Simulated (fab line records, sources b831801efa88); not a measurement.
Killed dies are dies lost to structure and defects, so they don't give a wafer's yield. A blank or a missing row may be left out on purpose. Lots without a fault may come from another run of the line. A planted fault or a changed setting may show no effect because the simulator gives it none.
A struck lot beside a sound one | flow sky130 | 14 steps out of a route of 708
Sound: wafers L841.1, L841.3, L841.6. Struck: wafers L852.1, L852.2, L852.3. The cause comes at the end.
At each step with rows: each side's tool, then ch and its chambers, then its first start. Under that, the readings that differ: sound wafers | struck wafers | difference of the means | sigmas: that difference in standard deviations of wafers without a fault.
alike: readings whose means differ by less than 2 such deviations, and words and numbers that are the same on both sides. not compared: withheld readings, readings that some wafer has no value for, bounds like >300 that may hide the same value, and numbers for which the record gives no deviation and whose values overlap.
The two part at a step that has a row with sigmas, a row that says differs or no value, or rows on one side only. Numbers that don't overlap but have no deviation are shown without sigmas and don't part them. A reading that every wafer of one side lacks parts them only if that side has two wafers or more.

SKY_RES_XHIGH_TW_MEAS_09:
  sound on film_metro-01, day 28 15:32; struck on film_metro-02, day 32 11:26
  alike: RES_XHIGH_TW
then, 7 steps without rows for these wafers: SKY_SD_N_DEHYDRATE_00 (time 60 s); SKY_SD_N_HMDS_01 (prime time 60 s); SKY_SD_N_COAT_02 (resist thk 1140 nm); SKY_SD_N_SOFTBAKE_03 (time 60 s); SKY_SD_N_EXPOSE_04 (exposes mask NSDM, target cd 380 nm); SKY_SD_N_PEB_05; SKY_SD_N_DEVELOP_06 (develop time 60 s).
SKY_SD_N_CD_MEAS_07: target cd 380 nm.
  sound on cd_sem-02, day 29 19:02; struck on cd_sem-01, day 33 14:23
  alike: cd_nm
SKY_SD_N_OVL_MEAS_08:
  sound on overlay-02, day 29 19:09; struck on overlay-02, day 33 14:30
  alike: SD_N_OVL
then, 2 steps without rows for these wafers: SKY_SD_N_IMPLANT_09; SKY_SD_N_IMPLANT_10.
SKY_SD_N_STRIP_11: strips in O2/N2.
  sound on plasma_asher-02 ch 0,1, day 29 19:29; struck on plasma_asher-01 ch 0,1, day 33 14:50
  no value came back on the struck wafers for chamber_pressure_mTorr (mTorr), drypump_motor_current_A (A), oes_product_au (a.u.), strip_time_to_endpoint_s (s); on the sound wafers chamber_pressure_mTorr (mTorr) reads 1500.1 1499.5 1500.0
  reading                                   | sound | struck         | difference | sigmas
  model.NOVOLAK_of_SD_N_COAT_02.thk_nm (nm) | 0 0 0 | 1142 1141 1141 | +1141      |
  not compared: rf_hours_counter_h
SKY_SD_N_TW_MEAS_12:
  sound on film_metro-01, day 29 19:35; struck on film_metro-04, day 33 14:57
  alike: SD_N_TW

WHERE THEY PART
Only at SKY_SD_N_STRIP_11, within this record. Later steps at which nothing parts them and some readings are alike: SKY_SD_N_TW_MEAS_12.

WHY: what the simulator had put in
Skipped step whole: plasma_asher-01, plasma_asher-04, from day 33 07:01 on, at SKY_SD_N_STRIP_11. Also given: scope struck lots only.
